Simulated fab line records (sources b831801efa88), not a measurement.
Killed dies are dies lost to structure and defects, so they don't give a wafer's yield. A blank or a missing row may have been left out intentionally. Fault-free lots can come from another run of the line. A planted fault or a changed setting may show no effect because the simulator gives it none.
Which tool was responsible? -- flow gf180mcu -- 11 lots with 33 wafers sampled at 2 steps, on a route of 602 steps

== WHAT THE GAUGES READ, wafer by wafer ==
GF_HV_LDD_THK_MEAS_57.
lot,measured,on,HV_LDD_CVD_56_THK (nm)
L980,day 13 22:23,film metro-03,90.9 90.0 91.3
L982,day 14 09:55,film metro-01,90.4 89.8 91.0
L984,day 15 04:25,film metro-01,90.2 90.4 90.3
L990,day 17 17:09,film metro-02,97.1 97.2 97.5
L989,day 17 19:17,film metro-03,95.4 95.4 96.1
L991,day 18 01:21,film metro-02,90.7 91.7 91.1
L992,day 18 09:14,film metro-02,90.2 90.6 90.5
L994,day 19 00:01,film metro-01,92.6 92.0 92.7
L997,day 19 14:52,film metro-01,90.3 90.4 90.4
L998,day 20 06:53,film metro-01,90.4 91.2 90.9
L999,day 20 12:57,film metro-02,91.2 90.6 90.6

== EACH LOT AND THE TOOL THAT RAN IT (in order: tool; ch and the chambers of the sampled wafers; start) ==
lot,GF_HV_LDD_CVD_56
L980,"lpcvd-02 ch 1, day 13 20:58"
L982,"lpcvd-01 ch 0, day 14 08:28"
L984,"lpcvd-02 ch 0, day 15 02:59"
L990,"lpcvd-02 ch 0, day 17 15:00"
L989,"lpcvd-02 ch 0, day 17 17:08"
L991,"lpcvd-01 ch 0, day 17 23:52"
L992,"lpcvd-01 ch 0, day 18 07:49"
L994,"lpcvd-01 ch 0, day 18 21:52"
L997,"lpcvd-01 ch 0, day 19 13:25"
L998,"lpcvd-01 ch 1, day 20 05:26"
L999,"lpcvd-01 ch 0, day 20 11:31"
- GF_HV_LDD_CVD_56: deposits Si3N4 from DCS/NH3, target thk 90 nm, time 1543 s.

== THE ANSWER, worked out from the rows above alone ==
Rule: the usual values come from the lots themselves. The widest of any qualifying gaps counts: lots, ordered by their means at a reading, are off when they make up no more than a third of the lots, leave a main group of 4 or more, and stand apart from it by 3 or more times the standard deviation of that group's means. The tables above print the reading to a certain number of digits; a main group whose means all agree to those digits is not used. Also off: a lot with no number at a reading for which 4 or more lots have one. The other lots that the step has rows for count as sound.
Off: L990, L989, seen at GF_HV_LDD_THK_MEAS_57 (HV_LDD_CVD_56_THK). Mean 90.8 nm and standard deviation 0.63 in the main group.
If a tool, at a process step before that reading, ran all the lots that are off and no sound lot after the first of them, it fits. The gauges at GF_HV_LDD_THK_MEAS_57 are tried like those tools. One fits: GF_HV_LDD_CVD_56 on lpcvd-02. A fault onset in the window from L984 (day 15 02:59, its last sound lot) to L990 (day 17 15:00, its first lot off) fits.

== WHAT HAD BEEN PUT IN BY THE SIMULATOR ==
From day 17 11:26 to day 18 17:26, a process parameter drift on lpcvd-02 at GF_HV_LDD_CVD_56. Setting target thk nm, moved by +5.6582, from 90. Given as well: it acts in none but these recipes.
Lots struck among those shown: L990, L989. The same result came from the rule above.
